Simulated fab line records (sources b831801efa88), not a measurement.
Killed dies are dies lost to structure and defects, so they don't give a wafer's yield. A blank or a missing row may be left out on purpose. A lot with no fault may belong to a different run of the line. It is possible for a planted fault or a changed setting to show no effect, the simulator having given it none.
What tool caused it? -- flow gf180mcu -- 10 lots, 30 wafers sampled, at 4 steps of a route of 602

## WHAT THE GAUGES READ, wafer by wafer
GF_MIM_THK_MEAS_06.
lot,measured,on,MIM_CVD_05_THK (nm)
L610,day 24 19:43,film metro-04,42.5 43.1 42.6
L612,day 25 12:16,film metro-01,42.1 41.6 42.1
L614,day 26 06:02,film metro-04,42.0 41.7 42.9
L617,day 27 02:50,film metro-04,41.4 42.6 42.3
L623,day 29 00:47,film metro-04,40.9 41.8 41.6
L624,day 29 06:04,film metro-01,41.8 41.8 42.4
L629,day 30 17:07,film metro-01,42.1 42.3 42.4
L630,day 30 20:31,film metro-02,41.6 42.5 42.8
L631,day 31 02:43,film metro-02,40.9 41.2 41.1
L632,day 31 16:23,film metro-04,41.0 41.6 42.3

GF_MIM_THK_MEAS_11: measures by xrf.
lot,measured,on,MIM_ALCU_THK (nm)
L610,day 24 20:00,film metro-02,198.2 202.8 200.2
L612,day 25 12:33,film metro-04,204.9 204.9 204.6
L614,day 26 06:19,film metro-02,202.7 203.8 203.8
L617,day 27 03:07,film metro-02,201.3 200.9 202.3
L623,day 29 01:04,film metro-02,202.1 203.6 200.5
L624,day 29 06:21,film metro-04,203.1 202.1 204.7
L629,day 30 17:24,film metro-04,217.7 215.7 216.0
L630,day 30 20:48,film metro-01,214.9 214.3 212.4
L631,day 31 03:00,film metro-01,199.8 200.9 198.8
L632,day 31 16:40,film metro-04,203.5 200.8 201.8

## TOOL THAT RAN EACH LOT (tool first, then ch and the chambers of the sampled wafers, then the start)
lot,GF_MIM_SPUTTER_07,GF_MIM_SPUTTER_09
L610,"pvd sputter-03, day 24 19:46","pvd sputter-03, day 24 19:50"
L612,"pvd sputter-01, day 25 12:19","pvd sputter-01, day 25 12:23"
L614,"pvd sputter-03, day 26 06:05","pvd sputter-03, day 26 06:10"
L617,"pvd sputter-01, day 27 02:54","pvd sputter-01, day 27 02:58"
L623,"pvd sputter-02, day 29 00:49","pvd sputter-02, day 29 00:53"
L624,"pvd sputter-01, day 29 06:08","pvd sputter-01, day 29 06:12"
L629,"pvd sputter-03, day 30 17:11","pvd sputter-03, day 30 17:15"
L630,"pvd sputter-03, day 30 20:35","pvd sputter-03, day 30 20:39"
L631,"pvd sputter-03, day 31 02:46","pvd sputter-03, day 31 02:50"
L632,"pvd sputter-03, day 31 16:26","pvd sputter-03, day 31 16:30"
- GF_MIM_SPUTTER_07: material TiN, target thk 60 nm, time 50 s.
- GF_MIM_SPUTTER_09: material TiN, target thk 35 nm, time 29.2 s.

## AS READ BY THE TOOLS THEMSELVES (means over the sampled wafers that have a number; for cases with no such wafer, the mark the record gives instead)
GF_MIM_SPUTTER_07.
lot,tool,cathode dc power W (W),chamber pressure pa (Pa),throttle valve pct (%)
L610,pvd sputter-03,6500.1,0.4001,30.6
L612,pvd sputter-01,6501.0,0.3996,30.2
L614,pvd sputter-03,6499.5,0.3999,30.4
L617,pvd sputter-01,6500.1,0.4003,29.8
L623,pvd sputter-02,6500.4,0.3991,30.6
L624,pvd sputter-01,6501.2,0.3997,29.5
L629,pvd sputter-03,6498.9,0.3996,29.1
L630,pvd sputter-03,6499.4,0.4006,30.2
L631,pvd sputter-03,6499.5,0.4007,29.3
L632,pvd sputter-03,6500.4,0.3992,29.2

GF_MIM_SPUTTER_09.
lot,tool,cathode dc power W (W),chamber pressure pa (Pa),throttle valve pct (%)
L610,pvd sputter-03,6500.0,0.3996,30.6
L612,pvd sputter-01,6499.8,0.3997,30.1
L614,pvd sputter-03,6499.3,0.4000,30.3
L617,pvd sputter-01,6499.8,0.4007,29.7
L623,pvd sputter-02,6500.6,0.3984,30.4
L624,pvd sputter-01,6499.5,0.4002,29.5
L629,pvd sputter-03,-,-,-
L630,pvd sputter-03,-,-,-
L631,pvd sputter-03,6499.9,0.4003,29.5
L632,pvd sputter-03,6500.0,0.3999,29.2

## THE ANSWER, worked out from the rows above alone
Rule: usual is defined by the lots themselves. The widest of any qualifying gaps counts: lots, ordered by their means at a reading, are off when they make up no more than a third of the lots, leave a main group of 4 or more, and stand apart from it by 3 or more times the standard deviation of that group's means. Not used: any main group whose means are identical at the precision the tables above print for the reading. Also off: a lot with no number at a reading for which 4 or more lots have one. The other lots that the step has rows for count as sound. The gauges are gone through in route order, then the tools' own readings, and for those a lot's mean is taken as printed above. At the first step where some lot is off, the reading lying furthest off is the one used; lots without a number count as furthest.
Off: at GF_MIM_THK_MEAS_11 (MIM_ALCU_THK), L629, L630. Mean 202.2 nm and standard deviation 1.5 in the main group.
A tool fits if, at a process step before that reading, it ran every lot that is off, and no sound lot after the first of them. The gauges at GF_MIM_THK_MEAS_11 aren't tried: what is off there is off at GF_MIM_SPUTTER_09 too, on other tools, and a gauge's error can't cause that. No candidate that was tried fits.

## WHAT THE SIMULATOR HAD INSERTED
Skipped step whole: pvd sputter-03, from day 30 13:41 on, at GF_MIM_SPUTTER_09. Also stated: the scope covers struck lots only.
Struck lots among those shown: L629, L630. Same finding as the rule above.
